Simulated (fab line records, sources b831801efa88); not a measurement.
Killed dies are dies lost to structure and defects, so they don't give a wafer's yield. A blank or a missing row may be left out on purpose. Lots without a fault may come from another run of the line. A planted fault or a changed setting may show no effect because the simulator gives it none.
One fault seen from 2 desks | flow sky130 | each desk has only its own numbers; what lay behind them comes last

THE METROLOGY DESK
What the gauges read, lot by lot, whatever tool the lot ran on: means of the sampled wafers that have a number. A lot is out of limits, marked OUT, if its mean lies more than 4 standard deviations from the usual mean; the brackets give that distance.
Columns: A = VIA4_W_RS at SKY_VIA4_RS_MEAS_19, usual 0.2283 ohm/sq; B = VIA4_W_THK at SKY_VIA4_THK_MEAS_20, usual 501 nm; C = METAL5_ALCU_RS at SKY_METAL5_RS_MEAS_05, usual 0.02706 ohm/sq; D = METAL5_ALCU_THK at SKY_METAL5_THK_MEAS_06, usual 1171 nm
lot  | first seen here | A      | B   | C       | D
L334 | day 42 12:51    | 0.2311 | 495 | 0.02701 | 1162
L335 | day 43 07:30    | 0.2261 | 504 | 0.02664 | 1188
L342 | day 45 08:48    | 0.2243 | 515 | 0.02732 | 1163
L348 | day 46 13:17    | 0.2292 | 497 | 0.02711 | 1166
L357 | day 48 16:16    | 0.2265 | 511 | 0.02677 | 1184
This desk's finding: nothing out of limits on any of the 5 lots.

THE TOOL OWNER'S DESK: pvd_sputter-03
The tool's own readings at SKY_METAL5_SPUTTER_04 (material TiN, target thk 70 nm, time 58.3 s): means of the sampled wafers that have a number, for each lot that ran on this tool. A lot is out of limits, marked OUT, if its mean lies more than 4 standard deviations from the usual mean; the brackets give that distance.
Columns: A = cathode_dc_power_W at SKY_METAL5_SPUTTER_04, usual 6500.1 W; B = throttle_valve_pct at SKY_METAL5_SPUTTER_04, usual 30.1 %
lot  | first seen here | A      | B
L334 | day 42 13:27    | 6499.9 | 31.0
L342 | day 45 09:23    | 6500.7 | 31.0
This desk's finding: nothing out of limits on any of the 2 lots.

PUT TOGETHER
The metrology desk saw nothing out of limits.
The tool owner's desk saw nothing out of limits.

WHAT THE SIMULATOR HAD PUT IN
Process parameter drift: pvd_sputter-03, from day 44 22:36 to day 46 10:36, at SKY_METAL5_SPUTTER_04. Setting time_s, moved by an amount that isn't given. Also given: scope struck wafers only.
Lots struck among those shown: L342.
